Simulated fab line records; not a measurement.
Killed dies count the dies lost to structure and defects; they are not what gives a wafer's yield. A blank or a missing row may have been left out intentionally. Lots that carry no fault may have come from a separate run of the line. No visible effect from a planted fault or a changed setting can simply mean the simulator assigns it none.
Chamber matching + flow gf180mcu + pecvd-02 running GF_SAB_CVD_00: 3 sister chambers
The step deposits SiO2 from TEOS, target thk 50 nm, time 4.9302 s. 3 wafers are shown with their chamber, then 7 later ones without.

== EACH WAFER AND ITS CHAMBER ==
| wafer  | chamber | heater_power_outer_w (W) |
|--------|---------|--------------------------|
| L539.5 | 0       | 383                      |
| L546.2 | 2       | 386                      |
| L546.3 | 1       | 456                      |

== WAFERS WITHOUT THEIR CHAMBER ==
| wafer  | heater_power_outer_w (W) |
|--------|--------------------------|
| L546.6 | 296                      |
| L555.3 | 383                      |
| L555.4 | 323                      |
| L555.6 | 383                      |
| L558.3 | 370                      |
| L558.5 | 294                      |
| L558.6 | 372                      |

== WHICH CHAMBER EACH WENT THROUGH ==
| wafer  | from the rows above          | in truth |
|--------|------------------------------|----------|
| L546.6 | can't be placed: 0 or 2 or 1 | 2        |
| L555.3 | can't be placed: 0 or 2 or 1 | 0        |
| L555.4 | can't be placed: 0 or 2 or 1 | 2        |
| L555.6 | can't be placed: 0 or 2 or 1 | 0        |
| L558.3 | can't be placed: 0 or 2 or 1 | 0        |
| L558.5 | can't be placed: 0 or 2 or 1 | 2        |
| L558.6 | can't be placed: 0 or 2 or 1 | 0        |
Placed correctly: 0 of 7. These rows do not allow placing 7 (true chamber among the candidates in 7). Wrongly placed: 0.
How it was worked out, from the rows above alone: a wafer's distance from a chamber is the root of the sum, over the readings, of the square of ((its reading less the chamber's mean) divided by the reading's scatter). The wafer belongs to the nearest chamber; if the next one is less than 2 further off, it can't be placed. For every chamber, the mean is computed from those of its wafers that are shown. The scatter: root of mean squared gap, hidden wafer to nearest shown wafer, with one shown wafer a chamber.
